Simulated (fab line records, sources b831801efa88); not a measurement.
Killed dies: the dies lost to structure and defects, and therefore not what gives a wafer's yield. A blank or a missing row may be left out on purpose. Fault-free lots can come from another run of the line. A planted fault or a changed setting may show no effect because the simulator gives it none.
Struck lot and sound lot, side by side    flow gf180mcu    20 steps out of a route of 602
Sound: these wafers, L793.2, L793.4, L793.5. Wafers struck: L797.2, L797.3, L797.6. The cause is given at the end.
Per side, at each step with rows, come the tool, then ch with its chambers, and then its first start. Under that, the readings that differ: sound wafers    struck wafers    difference of the means    sigmas: that difference in standard deviations of wafers without a fault.
alike: readings whose means differ by less than 2 such deviations, and words and numbers that are the same on both sides. not compared: withheld readings, readings that some wafer has no value for, bounds like >300 that may hide the same value, and numbers for which the record gives no deviation and whose values overlap.
A row with sigmas, a row that says differs or no value, or rows on one side alone: a step with any of these is where the two part. Non-overlapping numbers with no deviation appear without sigmas and do not part them. A reading missing from all wafers of one side parts the sides only when that side holds two or more wafers.

GF_HV_LDD_RS_MEAS_53: measurement is done with a four-point probe.
  sound on film-metro-01 at day 15 04:20; struck on film-metro-04 at day 16 14:07
  alike: HV_LDD_RS
then, 1 step without rows for these wafers: GF_HV_LDD_CVD_54 (deposits SiO2 from TEOS, target thk 10 nm, time 75 s).
GF_HV_LDD_THK_MEAS_55:
  sound on film-metro-01 at day 15 05:28; struck on film-metro-01 at day 16 17:05
reading                 sound             struck          difference  sigmas
HV_LDD_CVD_54_THK (nm)  10.04 10.14 9.99  9.72 9.76 9.81  -0.29       -2
then, 1 step without rows for these wafers: GF_HV_LDD_CVD_56 (deposits Si3N4 from DCS/NH3, target thk 90 nm, time 1543 s).
GF_HV_LDD_THK_MEAS_57:
  sound on film-metro-02 at day 15 06:57; struck on film-metro-02 at day 16 18:35
  alike: HV_LDD_CVD_56_THK
GF_HV_LDD_ETCHBACK_58: etches Si3N4 in CH3F/O2, stops on SiO2, time 100 s, target depth 90 nm.
  sound on rie-diel-04 ch 0,3, day 15 07:00; struck on rie-diel-02 ch 0,1, day 16 18:38
  alike: chamber-pressure-mTorr, drypump-motor-current-A, oes-product-au, throttle-valve-pct
  not compared: rf-hours-counter-h
then, 6 steps without rows for these wafers: GF_NSD_DEHYDRATE_00 (time 60 s); GF_NSD_HMDS_01 (prime time 60 s); GF_NSD_COAT_02 (resist thk 1000 nm); GF_NSD_SOFTBAKE_03 (time 60 s); GF_NSD_EXPOSE_04 (exposes mask Nplus, target cd 400 nm); GF_NSD_PEB_05.
GF_NSD_DEVELOP_06: develop time 60 s.
  sound on litho-track-03 ch 0, day 16 04:09; struck on litho-track-03 ch 0, day 17 17:24
GF_NSD_CD_MEAS_07: the cd target is 400 nm.
  sound on cd-sem-02 at day 16 04:18; struck on cd-sem-02 at day 17 17:33
reading     sound              struck  difference                     sigmas
cd-nm (nm)  397.9 399.9 398.8  - - -   no value on the struck wafers  
GF_NSD_OVL_MEAS_08:
  sound on overlay-02 at day 16 04:24; struck on overlay-02 at day 17 17:39
reading       sound           struck  difference                     sigmas
NSD_OVL (nm)  -1.3 -0.9 -0.9  - - -   no value on the struck wafers  
then, 2 steps without rows for these wafers: GF_NSD_IMPLANT_09; GF_NSD_IMPLANT_10.
GF_NSD_STRIP_11: strips in O2/N2.
  sound on plasma-asher-02 ch 0,1, day 16 04:44; struck on plasma-asher-01 ch 0,1, day 17 17:59
reading             sound        struck       difference  sigmas
heater-power-w (W)  357 369 361  270 309 275  -78         -2
  alike: chamber-pressure-mTorr, drypump-motor-current-A, oes-product-au, strip-time-to-endpoint-s
  not compared: rf-hours-counter-h
GF_NSD_TW_MEAS_12:
  sound on film-metro-03 at day 16 04:50; struck on film-metro-03 at day 17 18:05
reading  sound           struck    difference  sigmas
NSD_TW   4284 4269 4265  30 30 30  -4243       -99 or more
then, 1 step without rows for these wafers: GF_PSD_DEHYDRATE_00 (time 60 s).

WHERE THEY PART
Earliest at GF_HV_LDD_THK_MEAS_55; latest, in this record, at GF_NSD_TW_MEAS_12.

WHY: whatever the simulator had introduced
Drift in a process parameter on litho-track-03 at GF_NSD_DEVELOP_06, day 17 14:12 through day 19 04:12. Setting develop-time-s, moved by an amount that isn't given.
